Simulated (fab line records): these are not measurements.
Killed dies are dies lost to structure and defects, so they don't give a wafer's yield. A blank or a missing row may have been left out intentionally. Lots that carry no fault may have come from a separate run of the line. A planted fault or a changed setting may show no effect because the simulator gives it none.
The tool behind it: which one? | flow sky130 | route of 708 steps, sampled at 1 step: 12 lots, 36 wafers

WHAT EACH GAUGE READ, for each wafer
SKY_SPACER_THK_MEAS_01.
lot  | measured     | on            | SPACER_CVD_00_THK (nm)
L075 | day 22 22:07 | film-metro-01 | 43.3 43.6 43.6
L077 | day 23 19:15 | film-metro-03 | 42.7 42.6 42.6
L079 | day 25 02:22 | film-metro-01 | 44.0 44.1 44.0
L081 | day 25 15:38 | film-metro-01 | 42.9 42.4 42.7
L084 | day 26 14:12 | film-metro-02 | 42.9 43.4 43.0
L085 | day 26 17:49 | film-metro-02 | 42.7 43.0 43.0
L087 | day 27 13:11 | film-metro-01 | 42.9 43.4 43.3
L089 | day 29 04:34 | film-metro-02 | 43.5 43.6 43.6
L090 | day 29 04:34 | film-metro-03 | 43.2 43.1 43.2
L093 | day 29 15:23 | film-metro-03 | 43.6 44.1 43.7
L095 | day 31 05:18 | film-metro-03 | 43.3 43.7 43.0
L097 | day 31 10:31 | film-metro-01 | 43.1 43.1 42.5

EACH LOT AND THE TOOL THAT RAN IT (in order: tool; ch and the chambers of the sampled wafers; start)
Before these readings, the record contains no process step.

THE ANSWER, worked out from the rows above alone
Rule: usual is defined by the lots themselves. Put in order of their means at a reading, lots are off if they are a third of the lots or fewer, leave a main group of 4 or more, and stand apart from it by a gap of 3 or more times the standard deviation of the main group's means; of several such gaps the widest counts. If all means in a main group match to the digits the tables above print for the reading, that group is not used. Also off: a lot with no number at a reading for which 4 or more lots have one. The other lots that the step has rows for count as sound.
No lot is off on any of the readings shown, so nothing can be concluded from this.

WHAT WAS PUT IN BY THE SIMULATOR
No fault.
